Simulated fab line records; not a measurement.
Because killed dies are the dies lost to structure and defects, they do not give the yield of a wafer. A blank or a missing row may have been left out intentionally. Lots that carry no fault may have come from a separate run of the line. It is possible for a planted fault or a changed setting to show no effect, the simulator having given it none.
Code-filled problem report in 8D (eight disciplines) form + flow sky130 + the parts of the form that need people (team, actions taken, sign-off) are left out

== 1. THE ISSUE ==
Wafers without a fault read 6.54 s, standard deviation 0.14; strip time to endpoint s at SKY_METAL4_STRIP_19 reads a mean of 11.89 s on 6 wafers belonging to 2 lots. Relative to the usual mean, that is a shift of +38 standard deviations.
The step: strips in O2/N2.
First observed at day 44 15:43: wafer L978.2, on plasma asher-03. At this step, 30 wafers from 10 lots have a number in the record. By rule, "out" or "out of limits" means more than 4 standard deviations away from the usual mean. The rest of the wafers with a number are treated as sound.

== 2. WHAT IT IS, AND WHAT IT ISN'T ==
| question                    | is                                       | is not                                                                                            |
|-----------------------------|------------------------------------------|---------------------------------------------------------------------------------------------------|
| which readings at this step | strip time to endpoint s, oes product au | drypump motor current A                                                                           |
| which lots                  | L977, L978                               | L971, L974, L983, L984, L989, L990, L991, L993                                                    |
| which wafers of those lots  | all that have a number                   | -                                                                                                 |
| read on which tools         | plasma asher-01, plasma asher-03         | plasma asher-04                                                                                   |
| when                        | from day 44 15:43                        | up to then (6 sound wafers); but 18 sound wafers of L983, L984, L989, L990, L991, L993 came after |

== 3. SUSPECTS, AND WHAT RULES EACH OUT ==
Counting: a tool at a process step up to the reading stays a suspect if it ran every lot that is out and no sound lot after the first of them.
- rie diel-04 at SKY_VIA3_ETCH_15 (etches SiO2 in C4F8/O2/Ar, stops on TiN, target depth 507 nm, time 78 s): ruled out as a lasting fault. The sound lots L983, L993 went through it after L978, its earliest lot that is out (day 42 15:58).
- pvd sputter-04 at SKY_VIA3_SPUTTER_20 (material TiN, target thk 20 nm, time 80 s): ruled out as a lasting fault. The sound lots L983, L989, L991 went through it after L978, its earliest lot that is out (day 42 16:40).
- rie metal-01 at SKY_METAL4_METAL_ETCH_18 (etches the open film in Cl2/BCl3, stops on SiO2, target depth 845 nm, time 183.1 s): ruled out as a lasting fault. The sound lots L984, L989, L993 went through it after L978, its earliest lot that is out (day 44 15:32).
Left after counting: nothing in the record.

== 4. THE CAUSE (what the simulator had put in) ==
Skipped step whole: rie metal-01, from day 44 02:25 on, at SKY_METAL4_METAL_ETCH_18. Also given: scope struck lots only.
It was ruled out by counting, in error; the rule expects a fault to strike all lots run on its tool from its start on, and this fault did not.

== 5. THE EFFECT CHAIN, in route order ==
Each row: a reading whose mean over the struck wafers that have a number lies more than 3 standard deviations from the usual. Only readings whose record carries a usual standard deviation are examined. hours: median over the lots of the time between each lot's start at the first step of this table that gives one and its start at this step. sigmas: the change, counted in usual standard deviations.
| hours | step                  | reading                  | usual      | on struck wafers | change | sigmas      |
|-------|-----------------------|--------------------------|------------|------------------|--------|-------------|
| 0     | SKY_METAL4_STRIP_19   | oes product au           | 0.502 a.u. | 0.712            | +0.210 | +28         |
| 0     | SKY_METAL4_STRIP_19   | strip time to endpoint s | 6.54 s     | 11.89            | +5.35  | +38         |
| 88    | SKY_PAD_OPEN_PROBE_99 | defect limited yield     | 82.5 %     | 0.0              | -82.5  | -46         |
| 88    | SKY_PAD_OPEN_PROBE_99 | killed_at_M4_up          | 2.9        | 405.8            | +402.9 | +99 or more |
| 88    | SKY_PAD_OPEN_PROBE_99 | killed dies              | 86         | 492              | +406   | +47         |
| 88    | SKY_PAD_OPEN_PROBE_99 | killed on rim            | 17         | 96               | +79    | +21         |
| 88    | SKY_PAD_OPEN_PROBE_99 | sort_bin_5_function      | 10.3 %     | 92.6             | +82.3  | +59         |
| 88    | SKY_PAD_OPEN_PROBE_99 | sort n pass              | 406        | 0                | -406   | -47         |
| 88    | SKY_PAD_OPEN_PROBE_99 | sort yield pct           | 82.5 %     | 0.0              | -82.5  | -46         |
It contains these process steps:
- SKY_METAL4_STRIP_19: strips in O2/N2.
- SKY_PAD_OPEN_PROBE_99
Readings that are blank on the struck wafers while sound wafers have them: bcl3 flow sccm at SKY_METAL4_METAL_ETCH_18; bias w at SKY_METAL4_METAL_ETCH_18; drypump motor current A at SKY_METAL4_METAL_ETCH_18; oes product au at SKY_METAL4_METAL_ETCH_18; throttle valve pct at SKY_METAL4_METAL_ETCH_18.

== 6. WHAT WOULD HAVE CAUGHT IT SOONER ==
First out-of-limits reading in this record: day 44 15:43, which is 13 hours after fault onset at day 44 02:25.
At SKY_METAL4_METAL_ETCH_18 the tool's readings are blank on the struck wafers, where sound wafers have them: an empty tool record is the first sign, and it was there at once.
